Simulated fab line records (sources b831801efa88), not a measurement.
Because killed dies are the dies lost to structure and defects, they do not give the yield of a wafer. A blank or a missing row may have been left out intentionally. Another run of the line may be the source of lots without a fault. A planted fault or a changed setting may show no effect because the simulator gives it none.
fab line records	flow gf180mcu	part 1 of 2: steps 1 to 28 of 37
[record] lots = 5	wafers = 15	last-day = 34
route steps=602 shown V4@478 MIM@503
lots that met no fault: from a run of the same line without faults
start-h: hours from the record's opening day to when the first of the lot's shown wafers began	wait-h: hours since the lot's step before	" as in the row above	L1.1+2: a row that stands for several wafers	- no value present, or no start provided	* or withheld: withheld	< > ~ a bound
route shown NAME@n: a module of which the file shows steps, and the number in the route of the first	usual: the fault-free wafers' mean and standard deviation	same: alike in all rows	chamber/n: place in a boat	sites: per-site readings	_std_site: the standard deviation of these	_edge_site: the outer-site mean with the inner-site mean subtracted	radius-mm: for every site, how far away it sits from the centre of the wafer	mask NAME#n: copy n	behind: the most recent tool/chamber to have shaped the wafer	hold: cause of the lot's hold/its duration in hours/its outcome	device: names the non-switching transistor (n, p or np)	end of line: the route-end tests of the same wafers	a step with no rows: only its recipe	killed: dies lost to structure and defects at the first sort, not the wafer's yield	map: shows each die of a wafer: x if killed, . if not, _ if none is there
set.NAME: the setting the step ran with; set.NAME@STEP: the setting that earlier step ran with	model.NAME: the simulator's own value behind a step, which no gauge read
certain route steps with their lots: each step a table, each wafer a row
services: a tool's chamber out of use, with start hour (start-h, from the record's first day; less than 0 if before it), hours out, and reason
[[steps]]
[step GF_V4_CVD_02]
[recipe] material = SiO2	target-thk-nm = 850	precursor = TEOS	temp-c = 400	time-s = 94.851	rf-w = 600
[usual] heater-power-w = 625/88
lot.wafer	tool	chamber	start-h	wait-h	heater-power-w
L079.1	pecvd-03	1	592.17	0.1	669
L079.3	"	0	"	"	606
L079.6	"	0	"	"	469
L088.3	pecvd-03	2	650.84	0.0	677
L088.5	"	2	"	"	725
L088.6	"	1	"	"	683
L093.1	pecvd-03	0	684.50	0.1	544
L093.2	"	1	"	"	698
L093.3	"	2	"	"	713
L095.2	pecvd-03	1	694.61	0.0	700
L095.3	"	0	"	"	604
L095.5	"	0	"	"	471
L096.1	pecvd-04	0	701.20	0.1	692
L096.3	"	2	"	"	545
L096.5	"	1	"	"	488
[step GF_V4_THK_MEAS_03]
[recipe] reads = SiO2_of_V4_CVD_02
[usual] V4_CVD_02_THK = 846/9.7
lot.wafer	tool	chamber	start-h	wait-h	V4_CVD_02_THK[nm]
L079.1	film-metro-04	-	592.24	0.0	846
L079.3	"	-	"	"	846
L079.6	"	-	"	"	845
L088.3	film-metro-01	-	650.92	0.1	829
L088.5	"	-	"	"	848
L088.6	"	-	"	"	846
L093.1	film-metro-01	-	684.57	0.0	830
L093.2	"	-	"	"	835
L093.3	"	-	"	"	840
L095.2	film-metro-03	-	694.69	0.0	857
L095.3	"	-	"	"	846
L095.5	"	-	"	"	856
L096.1	film-metro-01	-	701.27	0.0	841
L096.3	"	-	"	"	843
L096.5	"	-	"	"	853
[step GF_V4_CMP_04]
[recipe] material = SiO2	down-force-psi = 4	platen-rpm = 60	pad-velocity-m-s = 0.94248
[usual] motor-current-A = 12.2/1.2	time-to-endpoint-s = 80/4.5
lot.wafer	tool	chamber	start-h	wait-h	motor-current-A	time-to-endpoint-s
L079.1	cmp-02	1	592.30	0.1	14.4	84
L079.3	"	3	"	"	12.5	78
L079.6	"	1	"	"	14.5	84
L088.3	cmp-02	3	651.01	0.1	13.1	73
L088.6	"	2	"	"	12.6	85
L088.5	"	3	"	"	12.7	82
L093.1	cmp-01	3	684.63	0.1	10.7	77
L093.2	"	0	"	"	12.9	76
L093.3	"	1	"	"	12.0	76
L095.2	cmp-01	2	694.79	0.1	11.0	83
L095.3	"	3	"	"	11.0	77
L095.5	"	1	"	"	11.9	83
L096.3	cmp-02	0	702.03	0.7	10.5	79
L096.1	"	1	"	"	14.2	80
L096.5	"	2	"	"	12.2	84
[step GF_V4_BOW_MEAS_05]
[recipe] mode = bow
[usual] V4_BOW = 133/9.1
lot.wafer	tool	chamber	start-h	wait-h	V4_BOW[um]
L079.1	film-metro-01	-	592.60	0.2	132
L079.3	"	-	"	"	128
L079.6	"	-	"	"	139
L088.3	film-metro-04	-	651.30	0.2	142
L088.5	"	-	"	"	144
L088.6	"	-	"	"	130
L093.1	film-metro-04	-	684.93	0.2	142
L093.2	"	-	"	"	155
L093.3	"	-	"	"	146
L095.2	film-metro-04	-	695.06	0.2	129
L095.3	"	-	"	"	126
L095.5	"	-	"	"	118
L096.1	film-metro-01	-	702.23	0.1	131
L096.3	"	-	"	"	124
L096.5	"	-	"	"	122
[step GF_V4_DEHYDRATE_06]
[recipe] temp-c = 200	time-s = 60
[usual] plate-temp-C = 200.01/0.18
lot.wafer	tool	chamber	start-h	wait-h	plate-temp-C
L079.1	litho-track-04	0	601.95	9.3	199.92
L079.3	"	0	"	"	199.66
L079.6	"	0	"	"	199.69
L088.3	litho-track-01	0	660.19	8.9	199.77
L088.5	"	0	"	"	199.81
L088.6	"	0	"	"	199.86
L093.1	litho-track-01	0	693.94	9.0	200.05
L093.2	"	0	"	"	200.16
L093.3	"	0	"	"	200.04
L095.2	litho-track-02	0	703.88	8.8	200.06
L095.3	"	0	"	"	200.01
L095.5	"	0	"	"	200.13
L096.1	litho-track-01	0	710.59	8.3	200.09
L096.3	"	0	"	"	199.87
L096.5	"	0	"	"	199.77
[step GF_V4_HMDS_07]
[recipe] prime-time-s = 60	prime-temp-c = 120
lot.wafer	tool	chamber	start-h	wait-h
L079.1+3+6	litho-track-04	0	602.10	0.1
L088.3+5+6	litho-track-01	0	660.34	0.1
L093.1+2+3	litho-track-01	0	694.09	0.1
L095.2+3+5	litho-track-02	0	704.03	0.1
L096.1+3+5	litho-track-01	0	710.74	0.1
[step GF_V4_COAT_08]
[recipe] resist = BARC	temp-c = withheld	time-s = withheld	spin-rpm = withheld	resist-thk-nm = withheld
lot.wafer	tool	chamber	start-h	wait-h
L079.1+3+6	litho-track-04	0	602.25	0.1
L088.3+5+6	litho-track-01	0	660.49	0.1
L093.1+2+3	litho-track-01	0	694.24	0.1
L095.2+3+5	litho-track-02	0	704.18	0.1
L096.1+3+5	litho-track-01	0	710.89	0.1
[step GF_V4_COAT_09]
[recipe] resist = KrF	spin-rpm = withheld	resist-thk-nm = 1000
lot.wafer	tool	chamber	start-h	wait-h
L079.1+3+6	litho-track-04	0	-	-
L088.3+5+6	litho-track-01	0	-	-
L093.1+2+3	litho-track-01	0	-	-
L095.2+3+5	litho-track-02	0	-	-
L096.1+3+5	litho-track-01	0	-	-
[step GF_V4_SOFTBAKE_10]
[recipe] temp-c = 130	time-s = 60	resist = KrF
[usual] plate-temp-C = 130.04/0.13
lot.wafer	tool	chamber	start-h	wait-h	plate-temp-C
L079.1	litho-track-04	0	-	-	130.06
L079.3	"	0	"	"	130.14
L079.6	"	0	"	"	130.11
L088.3	litho-track-01	0	-	-	130.30
L088.5	"	0	"	"	130.11
L088.6	"	0	"	"	130.20
L093.1	litho-track-01	0	-	-	129.87
L093.2	"	0	"	"	129.85
L093.3	"	0	"	"	129.94
L095.2	litho-track-02	0	-	-	129.96
L095.3	"	0	"	"	130.14
L095.5	"	0	"	"	129.92
L096.1	litho-track-01	0	-	-	129.91
L096.3	"	0	"	"	130.02
L096.5	"	0	"	"	130.25
[step GF_V4_EXPOSE_11]
[recipe] mask-id = Via4	target-cd-nm = 260	na = 0.68	source-shape = conventional	sigma-outer = 0.6	dose-mj = 38
lot.wafer	tool	chamber	start-h	wait-h	mask
L079.1+3+6	krf-scanner-01	0	-	-	Via4#0
L088.3+5+6	krf-scanner-01	0	-	-	Via4#0
L093.1+2+3	krf-scanner-01	0	-	-	Via4#0
L095.2+3+5	krf-scanner-01	0	-	-	Via4#0
L096.1+3+5	krf-scanner-01	0	-	-	Via4#0
[step GF_V4_PEB_12]
[recipe] peb-temp-c = 135	peb-time-s = 90	resist = KrF
[usual] plate-temp-C = 134.99/0.16
lot.wafer	tool	chamber	start-h	wait-h	plate-temp-C
L079.1	litho-track-02	0	-	-	134.85
L079.3	"	0	"	"	134.96
L079.6	"	0	"	"	135.06
L088.3	litho-track-04	0	-	-	135.07
L088.5	"	0	"	"	134.96
L088.6	"	0	"	"	135.04
L093.1	litho-track-02	0	-	-	135.22
L093.2	"	0	"	"	135.15
L093.3	"	0	"	"	135.00
L095.2	litho-track-02	0	-	-	135.18
L095.3	"	0	"	"	135.10
L095.5	"	0	"	"	135.08
L096.1	litho-track-01	0	-	-	135.00
L096.3	"	0	"	"	135.02
L096.5	"	0	"	"	135.21
[step GF_V4_DEVELOP_13]
[recipe] develop-time-s = 60	resist = KrF	dev-temp-c = 21
lot.wafer	tool	chamber	start-h	wait-h
L079.1+3+6	litho-track-02	0	613.05	0.2
L088.3+5+6	litho-track-04	0	670.30	0.1
L093.1+2+3	litho-track-02	0	703.70	0.2
L095.2+3+5	litho-track-02	0	713.43	0.2
L096.1+3+5	litho-track-01	0	720.34	0.2
[step GF_V4_CD_MEAS_14]
[recipe] target-cd-nm = 260
[usual] cd-nm = 259.9/1.3
lot.wafer	tool	chamber	start-h	wait-h	cd-nm
L079.1	cd-sem-01	-	613.20	0.1	259.0
L079.3	"	-	"	"	258.6
L079.6	"	-	"	"	257.8
L088.3	cd-sem-02	-	670.44	0.1	261.1
L088.5	"	-	"	"	261.1
L088.6	"	-	"	"	260.2
L093.1	cd-sem-02	-	703.85	0.1	261.5
L093.2	"	-	"	"	260.9
L093.3	"	-	"	"	262.3
L095.2	cd-sem-02	-	713.57	0.1	260.8
L095.3	"	-	"	"	260.4
L095.5	"	-	"	"	260.3
L096.1	cd-sem-01	-	720.49	0.1	261.5
L096.3	"	-	"	"	260.0
L096.5	"	-	"	"	260.0
[step GF_V4_OVL_MEAS_15]
[usual] V4_OVL = 4/4.8
lot.wafer	tool	chamber	start-h	wait-h	V4_OVL[nm]
L079.1	overlay-01	-	613.32	0.1	1
L079.3	"	-	"	"	4
L079.6	"	-	"	"	-2
L088.3	overlay-01	-	670.53	0.1	8
L088.5	"	-	"	"	6
L088.6	"	-	"	"	5
L093.1	overlay-02	-	703.97	0.1	3
L093.2	"	-	"	"	7
L093.3	"	-	"	"	-1
L095.2	overlay-01	-	713.68	0.1	11
L095.3	"	-	"	"	11
L095.5	"	-	"	"	11
L096.1	overlay-02	-	720.61	0.1	1
L096.3	"	-	"	"	0
L096.5	"	-	"	"	3
[step GF_V4_ETCH_16]
[recipe] chemistry = N2/H2	target-depth-a = withheld	overetch-a = withheld	time-s = withheld	target = BARC	ion-energy-ev = 200	source-w = 500	bias-w = 100	pressure-mtorr = 30	n2-flow-sccm = 100	h2-flow-sccm = 200
[usual] bias-w = 99.97/0.29	drypump-motor-current-A = 5.7/0.4	oes-product-au = 0.855/0.0047	throttle-valve-pct = 13.224/0.0088
lot.wafer	tool	chamber	start-h	wait-h	bias-w	drypump-motor-current-A	oes-product-au	throttle-valve-pct
L079.1	rie-diel-03	3	613.36	0.0	100.46	5.0	0.848	13.244
L079.3	"	0	"	"	100.26	6.1	0.853	13.219
L079.6	"	1	"	"	100.05	5.6	0.856	13.233
L088.3	rie-diel-03	2	670.56	0.0	100.28	5.3	0.866	13.213
L088.5	"	0	"	"	99.89	6.1	0.852	13.230
L088.6	"	3	"	"	100.41	5.0	0.858	13.221
L093.1	rie-diel-01	0	704.01	0.0	99.63	6.0	0.860	13.213
L093.2	"	1	"	"	99.88	5.9	0.849	13.199
L093.3	"	2	"	"	99.88	5.8	0.851	13.230
L095.2	rie-diel-04	1	713.71	0.0	100.84	6.1	0.850	13.216
L095.3	"	0	"	"	99.96	5.4	0.853	13.226
L095.5	"	3	"	"	100.07	6.2	0.860	13.231
L096.1	rie-diel-01	0	720.65	0.0	100.00	6.0	0.854	13.234
L096.3	"	1	"	"	99.67	6.0	0.856	13.232
L096.5	"	1	"	"	99.89	6.0	0.855	13.220
[step GF_V4_ETCH_17]
[recipe] chemistry = C4F8/O2/Ar	mask-material = KrF	target = SiO2	stop-on = TiN	source-w = 1500	bias-w = 1200	pressure-mtorr = 40	c4f8-flow-sccm = withheld	O2_flow_sccm = 6	Ar_flow_sccm = 300	time-s = withheld	target-depth-a = 6300
[usual] bias-w = 1200/3.5	oes-product-au = 0.856/0.004
lot.wafer	tool	chamber	start-h	wait-h	bias-w	oes-product-au
L079.1	rie-diel-03	3	-	-	1201	0.851
L079.3	"	0	"	"	1205	0.854
L079.6	"	1	"	"	1204	0.852
L088.3	rie-diel-03	2	-	-	1200	0.851
L088.5	"	0	"	"	1196	0.855
L088.6	"	3	"	"	1199	0.854
L093.1	rie-diel-01	0	-	-	1199	0.850
L093.2	"	1	"	"	1202	0.856
L093.3	"	2	"	"	1197	0.856
L095.2	rie-diel-04	1	-	-	1200	0.858
L095.3	"	0	"	"	1198	0.850
L095.5	"	3	"	"	1198	0.853
L096.1	rie-diel-01	0	-	-	1194	0.857
L096.3	"	1	"	"	1193	0.854
L096.5	"	1	"	"	1202	0.856
[step GF_V4_STRIP_18]
[recipe] chemistry = O2/N2	power-w = 1400	pressure-mtorr = 1500	platen-temp-c = 250	o2-flow-sccm = 3000	n2-flow-sccm = 300	overash-fraction = 0.5
[usual] drypump-motor-current-A = 5.7/0.32	heater-power-w = 327/23	oes-product-au = 0.592/0.0049
lot.wafer	tool	chamber	start-h	wait-h	drypump-motor-current-A	heater-power-w	oes-product-au	rf-hours-counter-h
L079.1	plasma-asher-03	0	613.49	-	5.9	353	0.587	60
L079.3	"	0	"	"	5.9	352	0.591	-
L079.6	"	1	"	"	5.8	317	0.589	-
L088.3	plasma-asher-03	1	670.72	-	5.8	316	0.585	-
L088.5	"	1	"	"	5.8	318	0.589	-
L088.6	"	0	"	"	5.9	357	0.596	-
L093.1	plasma-asher-03	0	704.14	-	5.9	348	0.589	70
L093.2	"	1	"	"	5.8	330	0.588	70
L093.3	"	0	"	"	5.9	350	0.595	-
L095.2	plasma-asher-04	1	713.84	-	5.2	306	0.592	108
L095.3	"	0	"	"	5.2	305	0.599	-
L095.5	"	1	"	"	5.2	311	0.589	-
L096.1	plasma-asher-04	1	720.78	-	5.2	298	0.590	109
L096.3	"	1	"	"	5.2	312	0.593	-
L096.5	"	1	"	"	5.2	308	0.598	-
[step GF_V4_STRIP_19]
[recipe] chemistry = post-etch-residue-remover	time-s = 1200	temp-c = 72.5
[usual] bath-heat-duty-pct = 14.1/1.4	temp-c = 72.54/0.12
lot.wafer	tool	chamber	start-h	wait-h	bath-heat-duty-pct	temp-c
L079.1	wet-bench-04	1	613.59	0.1	15.4	72.31
L079.3	"	1	"	"	14.3	72.64
L079.6	"	1	"	"	14.8	72.62
L088.3	wet-bench-01	1	670.78	0.0	14.5	72.56
L088.5	"	1	"	"	12.9	72.71
L088.6	"	1	"	"	14.2	72.61
L093.1	wet-bench-02	1	704.24	0.1	15.6	72.63
L093.2	"	1	"	"	14.9	72.49
L093.3	"	1	"	"	14.8	72.52
L095.2	wet-bench-04	2	713.94	0.1	13.9	72.61
L095.3	"	2	"	"	11.8	72.69
L095.5	"	2	"	"	13.1	72.51
L096.1	wet-bench-01	3	720.88	0.1	13.5	72.57
L096.3	"	3	"	"	13.7	72.51
L096.5	"	3	"	"	14.3	72.42
[step GF_V4_CLEAN_20]
[recipe] chemistry = DIW	dry = n2-spin
lot.wafer	tool	chamber	start-h	wait-h
L079.1+3+6	wet-bench-02	3	613.93	0.0
L088.3+5+6	wet-bench-04	0	671.13	0.0
L093.1+2+3	wet-bench-04	3	704.61	0.0
L095.2+3+5	wet-bench-01	2	714.28	0.0
L096.1+3+5	wet-bench-01	2	721.25	0.0
[step GF_V4_SPUTTER_21]
[recipe] material = Ti	target-thk-nm = 15	chamber-pressure-pa = 5	power-w = 2500	substrate-temp-c = 200	time-s = 80.02
[usual] throttle-valve-pct = 29.8/0.79
lot.wafer	tool	chamber	start-h	wait-h	throttle-valve-pct
L079.1	pvd-sputter-03	-	614.02	0.0	31.4
L079.3	"	-	"	"	29.1
L079.6	"	-	"	"	29.3
L088.3	pvd-sputter-03	-	671.22	0.0	29.1
L088.5	"	-	"	"	28.9
L088.6	"	-	"	"	29.6
L093.1	pvd-sputter-02	-	704.70	0.0	30.0
L093.2	"	-	"	"	30.7
L093.3	"	-	"	"	29.7
L095.2	pvd-sputter-02	-	714.38	0.0	30.1
L095.3	"	-	"	"	29.3
L095.5	"	-	"	"	30.1
L096.1	pvd-sputter-04	-	721.34	0.0	28.7
L096.3	"	-	"	"	29.9
L096.5	"	-	"	"	28.8
[step GF_V4_SPUTTER_22]
[recipe] material = TiN	target-thk-nm = 10	chamber-pressure-pa = 5	power-w = 4000	time-s = 40
[usual] throttle-valve-pct = 29.8/0.77
lot.wafer	tool	chamber	start-h	wait-h	throttle-valve-pct
L079.1	pvd-sputter-03	-	614.08	0.0	31.5
L079.3	"	-	"	"	29.6
L079.6	"	-	"	"	29.0
L088.3	pvd-sputter-03	-	671.28	0.0	29.1
L088.5	"	-	"	"	29.0
L088.6	"	-	"	"	29.6
L093.1	pvd-sputter-02	-	704.76	0.0	30.0
L093.2	"	-	"	"	30.8
L093.3	"	-	"	"	29.7
L095.2	pvd-sputter-02	-	714.44	0.0	29.7
L095.3	"	-	"	"	29.3
L095.5	"	-	"	"	30.3
L096.1	pvd-sputter-04	-	721.40	0.0	28.4
L096.3	"	-	"	"	30.0
L096.5	"	-	"	"	28.9
[step GF_V4_CVD_23]
[recipe] material = W	target-thk-nm = 350	time-s = 104.9	temp-c = 400	pressure-torr = 40
[usual] heater-power-w = 847/120
lot.wafer	tool	chamber	start-h	wait-h	heater-power-w
L079.1	cvd-w-01	0	614.12	0.0	759
L079.3	"	1	"	"	1002
L079.6	"	0	"	"	751
L088.3	cvd-w-02	1	671.36	0.1	691
L088.5	"	1	"	"	705
L088.6	"	0	"	"	892
L093.1	cvd-w-01	0	704.80	0.0	771
L093.2	"	1	"	"	975
L093.3	"	0	"	"	789
L095.2	cvd-w-02	0	714.48	0.0	867
L095.3	"	0	"	"	861
L095.5	"	0	"	"	893
L096.1	cvd-w-02	1	721.44	0.0	719
L096.3	"	0	"	"	872
L096.5	"	1	"	"	692
[step GF_V4_RS_MEAS_24]
[recipe] thk-meas-gauge = four-point-probe	reads = W_of_V4_CVD_23+TiN_of_V4_SPUTTER_22+Ti_of_V4_SPUTTER_21
[usual] V4_W_RS = 0.326/0.0031
lot.wafer	tool	chamber	start-h	wait-h	V4_W_RS[ohm/sq]
L079.1	film-metro-01	-	614.24	0.1	0.327
L079.3	"	-	"	"	0.326
L079.6	"	-	"	"	0.329
L088.3	film-metro-03	-	671.47	0.1	0.327
L088.5	"	-	"	"	0.324
L088.6	"	-	"	"	0.327
L093.1	film-metro-03	-	704.92	0.1	0.326
L093.2	"	-	"	"	0.325
L093.3	"	-	"	"	0.327
L095.2	film-metro-01	-	714.61	0.1	0.325
L095.3	"	-	"	"	0.325
L095.5	"	-	"	"	0.327
L096.1	film-metro-03	-	721.55	0.1	0.322
L096.3	"	-	"	"	0.324
L096.5	"	-	"	"	0.325
[step GF_V4_THK_MEAS_25]
[recipe] thk-meas-gauge = xrf	reads = W_of_V4_CVD_23
[usual] V4_W_THK = 347/4.7
lot.wafer	tool	chamber	start-h	wait-h	V4_W_THK[nm]
L079.1	film-metro-01	-	614.36	0.1	352
L079.3	"	-	"	"	351
L079.6	"	-	"	"	348
L088.3	film-metro-03	-	671.57	0.1	343
L088.5	"	-	"	"	346
L088.6	"	-	"	"	341
L093.1	film-metro-03	-	705.04	0.1	341
L093.2	"	-	"	"	342
L093.3	"	-	"	"	341
L095.2	film-metro-01	-	714.72	0.1	355
L095.3	"	-	"	"	353
L095.5	"	-	"	"	351
L096.1	film-metro-03	-	721.67	0.1	344
L096.3	"	-	"	"	341
L096.5	"	-	"	"	341
[step GF_V4_CMP_26]
[recipe] stop-on = SiO2	down-force-psi = 3.5	platen-rpm = 60	t-overpolish-s = 15	target-thk-nm = 0	pad-velocity-m-s = 0.94248
[usual] motor-current-A = 11.0/1.1	overpolish-run-s = 15.000/0.0085	time-to-endpoint-s = 86.0/3
lot.wafer	tool	chamber	start-h	wait-h	motor-current-A	overpolish-run-s	time-to-endpoint-s
L079.1	cmp-01	0	614.47	0.1	11.5	14.998	83.8
L079.3	"	1	"	"	10.7	14.993	82.0
L079.6	"	0	"	"	11.5	14.998	83.2
L088.3	cmp-01	0	671.66	0.1	11.8	14.991	90.1
L088.6	"	3	"	"	9.7	15.000	85.4
L088.5	"	0	"	"	11.9	15.014	89.2
L093.1	cmp-02	3	705.10	0.1	12.3	14.998	84.5
L093.2	"	1	"	"	13.2	15.000	90.1
L093.3	"	2	"	"	11.5	15.015	91.5
L095.3	cmp-02	1	714.77	0.0	13.3	14.994	86.6
L095.2	"	0	"	"	10.2	14.994	86.5
L095.5	"	1	"	"	13.5	14.983	88.3
L096.3	cmp-02	3	721.73	0.0	11.8	14.990	83.6
L096.1	"	1	"	"	13.2	14.993	87.6
L096.5	"	3	"	"	11.6	14.992	82.0
[step GF_MIM_SPUTTER_00]
[recipe] material = Ti	target-thk-nm = 37.5	arriving-ion-energy-ev = 80	substrate-temp-c = 200	chamber-pressure-pa = 2	power-w = 4000	time-s = 150
[usual] throttle-valve-pct = 30.1/0.95
lot.wafer	tool	chamber	start-h	wait-h	throttle-valve-pct
L079.1	pvd-sputter-02	-	614.72	0.2	30.4
L079.3	"	-	"	"	30.7
L079.6	"	-	"	"	30.7
L088.3	pvd-sputter-02	-	671.91	0.2	30.1
L088.5	"	-	"	"	29.0
L088.6	"	-	"	"	30.0
L093.1	pvd-sputter-03	-	705.40	0.2	29.4
L093.2	"	-	"	"	29.5
L093.3	"	-	"	"	29.0
L095.2	pvd-sputter-01	-	715.07	0.1	31.6
L095.3	"	-	"	"	31.9
L095.5	"	-	"	"	29.4
L096.1	pvd-sputter-03	-	722.03	0.1	29.0
L096.3	"	-	"	"	29.1
L096.5	"	-	"	"	29.4
[step GF_MIM_SPUTTER_01]
[recipe] material = TiN	target-thk-nm = 30	power-w = 6500	time-s = 25	chamber-pressure-pa = 0.4
[usual] throttle-valve-pct = 30.1/0.95
lot.wafer	tool	chamber	start-h	wait-h	throttle-valve-pct
L079.1	pvd-sputter-02	-	614.82	0.1	30.1
L079.3	"	-	"	"	30.5
L079.6	"	-	"	"	30.9
L088.3	pvd-sputter-02	-	672.01	0.1	30.0
L088.5	"	-	"	"	29.4
L088.6	"	-	"	"	29.7
L093.1	pvd-sputter-03	-	705.50	0.1	28.9
L093.2	"	-	"	"	29.6
L093.3	"	-	"	"	29.2
L095.2	pvd-sputter-01	-	715.17	0.1	31.7
L095.3	"	-	"	"	32.1
L095.5	"	-	"	"	29.3
L096.1	pvd-sputter-03	-	722.13	0.1	29.1
L096.3	"	-	"	"	29.0
L096.5	"	-	"	"	29.3
[step GF_MIM_SPUTTER_02]
[recipe] material = AlCu	target-thk-nm = 450	power-w = 10600	time-s = 23.9	chamber-pressure-pa = 0.4
[usual] throttle-valve-pct = 30.1/0.97
lot.wafer	tool	chamber	start-h	wait-h	throttle-valve-pct
L079.1	pvd-sputter-02	-	614.85	0.0	29.9
L079.3	"	-	"	"	30.8
L079.6	"	-	"	"	30.8
L088.3	pvd-sputter-02	-	672.04	0.0	30.0
L088.5	"	-	"	"	29.3
L088.6	"	-	"	"	30.2
L093.1	pvd-sputter-03	-	705.53	0.0	29.2
L093.2	"	-	"	"	29.7
L093.3	"	-	"	"	29.0
L095.2	pvd-sputter-01	-	715.20	0.0	31.6
L095.3	"	-	"	"	31.9
L095.5	"	-	"	"	29.4
L096.1	pvd-sputter-03	-	722.17	0.0	29.1
L096.3	"	-	"	"	29.2
L096.5	"	-	"	"	29.2
